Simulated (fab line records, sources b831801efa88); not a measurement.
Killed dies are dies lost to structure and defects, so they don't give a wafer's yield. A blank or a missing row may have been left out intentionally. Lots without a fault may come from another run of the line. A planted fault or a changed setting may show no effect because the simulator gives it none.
fab line records	flow gf180mcu
record: lots: 13	wafers: 38	last_day: 34
route steps=602 shown HV_LDD@195 SAB@273
lots untouched by any fault: they come from a run of this same line in which no faults occurred
start_h: the number of hours between the record's first day and the start of the first shown wafer of the lot	wait_h: hours elapsed since this lot's preceding step	" as in the row above	L1.1+2: several wafers, shown together as one row	- either no value or no given start	* or withheld: withheld	< > ~ a bound
route shown NAME@n: NAME is a module with steps in the file, n the number in the route of the first one	usual: the fault-free wafers' mean and standard deviation	same: alike in all rows	chamber/n: place in a boat	sites: the reading at each site	_std_site: the values' standard deviation	_edge_site: outer sites' mean less inner sites'	radius_mm: how far each site lies from the wafer's centre	mask NAME#n: copy n	behind: the last tool/chamber to shape the wafer	hold: cause of the lot's hold/its duration in hours/its outcome	device: the n, p or np transistor that did not switch	end of line: the route-end tests of the same wafers	a step with no rows: only its recipe	killed: at the first sort, the dies lost to defects and structure; wafer yield is something else	map: a wafer's dies, marking killed ones x, the rest . and places with no die _
set.NAME: the setting the step ran with; set.NAME@STEP: the setting that earlier step ran with	model.NAME: the simulator's own value behind a step, which no gauge read
one table for each step of the route and one row for each wafer, over a sample of lots
services: when a tool's chamber went out of use (start_h, in hours from the record's first day, below 0 if earlier), for how many hours, and the reason
== steps ==
step: GF_HV_LDD_CD_MEAS_19
recipe: target_cd_nm: 400
usual: cd_nm: 400.4/2.4
lot.wafer	tool	chamber	start_h	wait_h	cd_nm
L835.3	cd_sem-01	-	229.90	0.1	398.1
L835.5	"	-	"	"	399.7
L835.6	"	-	"	"	398.3
L839.1	cd_sem-01	-	264.91	0.1	401.7
L839.3	"	-	"	"	400.5
L839.5	"	-	"	"	399.0
L840.1	cd_sem-01	-	274.81	0.1	400.0
L840.3	"	-	"	"	400.9
L840.6	"	-	"	"	400.2
L843.1	cd_sem-02	-	296.66	0.1	404.1
L843.3	"	-	"	"	402.2
L849.1	cd_sem-02	-	343.89	0.1	398.9
L849.5	"	-	"	"	398.4
L849.6	"	-	"	"	398.9
L850.1	cd_sem-01	-	345.36	0.1	400.0
L850.2	"	-	"	"	401.2
L850.6	"	-	"	"	399.8
L852.4	cd_sem-01	-	378.50	0.1	396.5
L852.5	"	-	"	"	396.9
L852.6	"	-	"	"	397.8
L853.1	cd_sem-02	-	380.41	0.1	395.1
L853.2	"	-	"	"	397.9
L853.4	"	-	"	"	395.8
L854.3	cd_sem-01	-	388.00	0.1	399.9
L854.5	"	-	"	"	398.1
L854.6	"	-	"	"	399.8
L855.2	cd_sem-02	-	388.16	0.1	402.8
L855.3	"	-	"	"	399.9
L855.6	"	-	"	"	401.5
L856.1	cd_sem-01	-	389.19	0.1	400.4
L856.4	"	-	"	"	401.7
L856.6	"	-	"	"	405.1
L857.1	cd_sem-01	-	407.16	0.1	398.9
L857.2	"	-	"	"	395.3
L857.6	"	-	"	"	396.5
L858.1	cd_sem-01	-	420.06	0.1	404.3
L858.2	"	-	"	"	405.1
L858.4	"	-	"	"	403.2
step: GF_HV_LDD_IMPLANT_36
recipe: species: P	energy_kev: 60	dose_cm2: 7.5e+12	tilt_deg: 30	rotation_deg: 270
usual: beam_energy_keV: 60.000/0.017	beam_on_s: 10.00/0.21	end_station_pressure_torr: 5.03e-06/2.8e-07	faraday_current_uA: 42.3/0.89
lot.wafer	tool	chamber	start_h	wait_h	beam_energy_keV	beam_on_s	end_station_pressure_torr	faraday_current_uA
L835.3	implanter-02	0	249.10	0.1	60.008	9.58	4.58e-06	44.3
L835.5	"	0	"	"	59.984	10.21	4.75e-06	41.4
L835.6	"	0	"	"	60.013	10.06	4.74e-06	42.1
L839.1	implanter-04	0	285.91	0.1	59.993	10.14	5.63e-06	41.8
L839.3	"	0	"	"	59.986	9.98	4.63e-06	42.5
L839.5	"	0	"	"	59.974	10.02	4.98e-06	42.3
L840.1	implanter-04	0	295.65	0.1	60.025	9.73	4.98e-06	43.4
L840.3	"	0	"	"	59.998	10.28	4.99e-06	41.2
L840.6	"	0	"	"	59.990	9.82	5.06e-06	43.2
L843.1	implanter-04	0	318.26	0.1	60.009	9.86	5.01e-06	42.7
L843.3	"	0	"	"	60.024	10.08	5.02e-06	42.0
L849.1	implanter-02	0	366.61	0.1	60.002	10.46	5.25e-06	40.4
L849.5	"	0	"	"	60.014	9.85	4.59e-06	43.0
L849.6	"	0	"	"	60.018	9.90	5.25e-06	42.7
L850.1	implanter-03	0	368.10	0.1	59.988	9.97	5.25e-06	42.3
L850.2	"	0	"	"	60.004	9.97	5e-06	42.4
L850.6	"	0	"	"	60.014	10.10	5.14e-06	42.1
L852.4	implanter-03	0	402.54	0.1	59.968	9.78	5.26e-06	43.0
L852.5	"	0	"	"	59.965	9.66	4.92e-06	43.9
L852.6	"	0	"	"	60.001	10.07	4.99e-06	42.0
L853.1	implanter-02	0	403.76	0.1	59.993	9.83	5.29e-06	43.1
L853.2	"	0	"	"	60.006	9.50	5.39e-06	44.2
L853.4	"	0	"	"	60.003	10.21	5.12e-06	41.4
L854.3	implanter-04	0	411.13	0.1	59.990	10.04	4.64e-06	42.1
L854.5	"	0	"	"	60.018	9.80	4.39e-06	43.3
L854.6	"	0	"	"	60.008	10.01	5.04e-06	42.2
L855.2	implanter-02	0	411.84	0.1	59.971	9.84	5.21e-06	43.1
L855.3	"	0	"	"	60.001	9.90	4.94e-06	42.7
L855.6	"	0	"	"	60.019	9.88	4.75e-06	42.8
L856.1	implanter-04	0	413.40	0.1	60.014	10.06	4.76e-06	41.9
L856.4	"	0	"	"	59.991	10.22	4.58e-06	41.4
L856.6	"	0	"	"	59.982	10.26	5.21e-06	41.1
L857.1	implanter-04	0	432.01	0.1	60.027	10.15	4.87e-06	41.9
L857.2	"	0	"	"	60.031	10.00	5.15e-06	42.3
L857.6	"	0	"	"	60.032	10.06	4.73e-06	42.1
L858.1	implanter-02	0	444.91	0.1	59.991	9.70	4.65e-06	43.5
L858.2	"	0	"	"	60.002	10.39	5e-06	40.7
L858.4	"	0	"	"	60.013	10.12	4.98e-06	41.6
step: GF_HV_LDD_TW_MEAS_38
usual: HV_LDD_3_TW: 1430/8.6
lot.wafer	tool	chamber	start_h	wait_h	HV_LDD_3_TW
L835.3	film_metro-04	-	249.32	0.1	1421
L835.5	"	-	"	"	1424
L835.6	"	-	"	"	1419
L839.1	film_metro-01	-	286.16	0.1	1394
L839.3	"	-	"	"	1422
L839.5	"	-	"	"	1437
L840.1	film_metro-01	-	295.90	0.1	1392
L840.3	"	-	"	"	1434
L840.6	"	-	"	"	1446
L843.1	film_metro-04	-	318.51	0.1	1383
L843.3	"	-	"	"	1425
L849.1	film_metro-01	-	366.86	0.1	1440
L849.5	"	-	"	"	1443
L849.6	"	-	"	"	1435
L850.1	film_metro-04	-	368.35	0.1	1417
L850.2	"	-	"	"	1420
L850.6	"	-	"	"	1426
L852.4	film_metro-03	-	402.74	0.1	1440
L852.5	"	-	"	"	1438
L852.6	"	-	"	"	1435
L853.1	film_metro-01	-	404.01	0.1	1428
L853.2	"	-	"	"	1429
L853.4	"	-	"	"	1436
L854.3	film_metro-01	-	411.35	0.1	1425
L854.5	"	-	"	"	1432
L854.6	"	-	"	"	1435
L855.2	film_metro-01	-	412.07	0.1	1427
L855.3	"	-	"	"	1423
L855.6	"	-	"	"	1429
L856.1	film_metro-01	-	413.65	0.1	1426
L856.4	"	-	"	"	1430
L856.6	"	-	"	"	1426
L857.1	film_metro-03	-	432.26	0.1	1415
L857.2	"	-	"	"	1412
L857.6	"	-	"	"	1416
L858.1	film_metro-04	-	445.16	0.1	1423
L858.2	"	-	"	"	1431
L858.4	"	-	"	"	1424
step: GF_HV_LDD_RS_MEAS_53
recipe: thk_meas_gauge: four-point-probe
usual: HV_LDD_RS: 418.7/0.97
lot.wafer	tool	chamber	start_h	wait_h	HV_LDD_RS[ohm/sq]
L835.3	film_metro-03	-	268.82	0.1	418.7
L835.5	"	-	"	"	418.6
L835.6	"	-	"	"	418.6
L839.1	film_metro-04	-	306.51	0.1	425.6
L839.3	"	-	"	"	418.9
L839.5	"	-	"	"	420.3
L840.1	film_metro-04	-	317.55	0.1	425.2
L840.3	"	-	"	"	418.2
L840.6	"	-	"	"	416.7
L843.1	film_metro-03	-	340.06	0.1	425.6
L843.3	"	-	"	"	418.7
L849.1	film_metro-03	-	389.09	0.1	418.3
L849.5	"	-	"	"	418.7
L849.6	"	-	"	"	418.7
L850.1	film_metro-01	-	390.71	0.1	418.9
L850.2	"	-	"	"	419.3
L850.6	"	-	"	"	418.8
L852.4	film_metro-04	-	427.21	0.1	419.9
L852.5	"	-	"	"	419.1
L852.6	"	-	"	"	419.7
L853.1	film_metro-01	-	428.64	0.1	416.1
L853.2	"	-	"	"	417.8
L853.4	"	-	"	"	417.5
L854.3	film_metro-03	-	434.88	0.1	419.3
L854.5	"	-	"	"	418.3
L854.6	"	-	"	"	418.3
L855.2	film_metro-01	-	436.11	0.1	421.5
L855.3	"	-	"	"	418.9
L855.6	"	-	"	"	420.3
L856.1	film_metro-03	-	438.46	0.1	419.2
L856.4	"	-	"	"	420.4
L856.6	"	-	"	"	419.4
L857.1	film_metro-04	-	456.60	0.1	418.9
L857.2	"	-	"	"	419.0
L857.6	"	-	"	"	419.3
L858.1	film_metro-03	-	469.34	0.1	418.3
L858.2	"	-	"	"	416.8
L858.4	"	-	"	"	417.0
step: GF_SAB_CD_MEAS_09
recipe: target_cd_nm: 420
usual: cd_nm: 420.0/1.9
lot.wafer	tool	chamber	start_h	wait_h	cd_nm
L835.3	cd_sem-01	-	334.15	0.1	419.6
L835.5	"	-	"	"	417.0
L835.6	"	-	"	"	418.5
L839.1	cd_sem-01	-	376.51	0.1	418.7
L839.3	"	-	"	"	421.1
L839.5	"	-	"	"	419.7
L840.1	cd_sem-01	-	387.26	0.1	422.3
L840.3	"	-	"	"	419.9
L840.6	"	-	"	"	419.8
L843.1	cd_sem-01	-	410.91	0.1	419.3
L843.3	"	-	"	"	419.4
L849.1	cd_sem-01	-	465.14	0.1	419.3
L849.5	"	-	"	"	418.4
L849.6	"	-	"	"	420.2
L850.1	cd_sem-02	-	466.09	0.1	418.6
L850.2	"	-	"	"	420.5
L850.6	"	-	"	"	420.3
L852.4	cd_sem-02	-	502.95	0.1	421.3
L852.5	"	-	"	"	421.9
L852.6	"	-	"	"	420.7
L853.1	cd_sem-02	-	503.55	0.1	418.1
L853.2	"	-	"	"	419.9
L853.4	"	-	"	"	418.3
L854.3	cd_sem-02	-	508.63	0.1	418.4
L854.5	"	-	"	"	417.5
L854.6	"	-	"	"	418.2
L855.2	cd_sem-02	-	511.22	0.1	415.4
L855.3	"	-	"	"	416.9
L855.6	"	-	"	"	417.9
L856.1	cd_sem-01	-	513.55	0.1	418.7
L856.4	"	-	"	"	417.8
L856.6	"	-	"	"	417.2
L857.1	cd_sem-01	-	530.38	0.2	423.5
L857.2	"	-	"	"	423.9
L857.6	"	-	"	"	422.5
L858.1	cd_sem-01	-	543.34	0.1	419.4
L858.2	"	-	"	"	420.0
L858.4	"	-	"	"	418.8
step: GF_SAB_OVL_MEAS_10
usual: SAB_OVL: 0.5/1.4
lot.wafer	tool	chamber	start_h	wait_h	SAB_OVL[nm]
L835.3	overlay-02	-	334.24	0.1	-0.4
L835.5	"	-	"	"	1.8
L835.6	"	-	"	"	0.6
L839.1	overlay-01	-	376.63	0.1	0.6
L839.3	"	-	"	"	0.8
L839.5	"	-	"	"	1.2
L840.1	overlay-01	-	387.38	0.1	-1.1
L840.3	"	-	"	"	-2.3
L840.6	"	-	"	"	-1.3
L843.1	overlay-01	-	411.03	0.1	5.4
L843.3	"	-	"	"	3.4
L849.1	overlay-01	-	465.26	0.1	-1.0
L849.5	"	-	"	"	-0.1
L849.6	"	-	"	"	-0.1
L850.1	overlay-01	-	466.21	0.1	1.9
L850.2	"	-	"	"	1.9
L850.6	"	-	"	"	0.7
L852.4	overlay-01	-	503.03	0.1	1.0
L852.5	"	-	"	"	-0.3
L852.6	"	-	"	"	0.3
L853.1	overlay-02	-	503.67	0.1	0.2
L853.2	"	-	"	"	0.6
L853.4	"	-	"	"	0.7
L854.3	overlay-02	-	508.72	0.1	1.7
L854.5	"	-	"	"	0.6
L854.6	"	-	"	"	0.8
L855.2	overlay-01	-	511.33	0.1	-1.8
L855.3	"	-	"	"	-0.9
L855.6	"	-	"	"	-0.4
L856.1	overlay-01	-	513.67	0.1	1.4
L856.4	"	-	"	"	-0.3
L856.6	"	-	"	"	0.7
L857.1	overlay-01	-	530.50	0.1	1.7
L857.2	"	-	"	"	0.2
L857.6	"	-	"	"	-0.4
L858.1	overlay-01	-	543.46	0.1	1.2
L858.2	"	-	"	"	0.7
L858.4	"	-	"	"	0.8
== services ==
tool	chamber	start_h	hours	kind
implanter-02	-	225.83	5.0	repair
implanter-04	-	249.98	4.7	pm
implanter-02	-	264.35	2.1	repair
implanter-02	-	317.21	6.4	repair
implanter-02	-	328.36	4.1	pm
implanter-04	-	382.41	4.0	pm
implanter-04	-	402.82	3.8	repair
implanter-03	-	411.44	46.6	pm
implanter-02	-	425.67	6.4	repair
== key ==
first_sign: step: GF_HV_LDD_TW_MEAS_38	reading: HV_LDD_3_TW	direction: down	sigmas: 4.6	usual: 1430	struck: 1390
effect: step: GF_HV_LDD_RS_MEAS_53	reading: HV_LDD_RS	direction: up	sigmas: 7	usual: 418.7	struck: 425.5
met_at GF_HV_LDD_IMPLANT_36
struck_lots L839,L840,L843
struck_wafers L839.1,L840.1,L843.1
tester_left_out L839,L840,L843
not_acting_at GF_HV_LDD_CD_MEAS_19,GF_SAB_CD_MEAS_09,GF_SAB_OVL_MEAS_10
fault: kind: process_parameter_drift	tool: implanter-04	chamber: -	onset_h: 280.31	steps: GF_HV_LDD_IMPLANT_36	channel: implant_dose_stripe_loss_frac	offset: 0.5	shape: step	end_h: 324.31	scope: struck_wafers_only
tester_left_out: of these lots the tester's yield and bins aren't shown, on N5 and GAA mostly nor the transistor test; their killed dies are dies lost to structure and defects alone, not to doping, threshold or leakage, so they don't give the yield
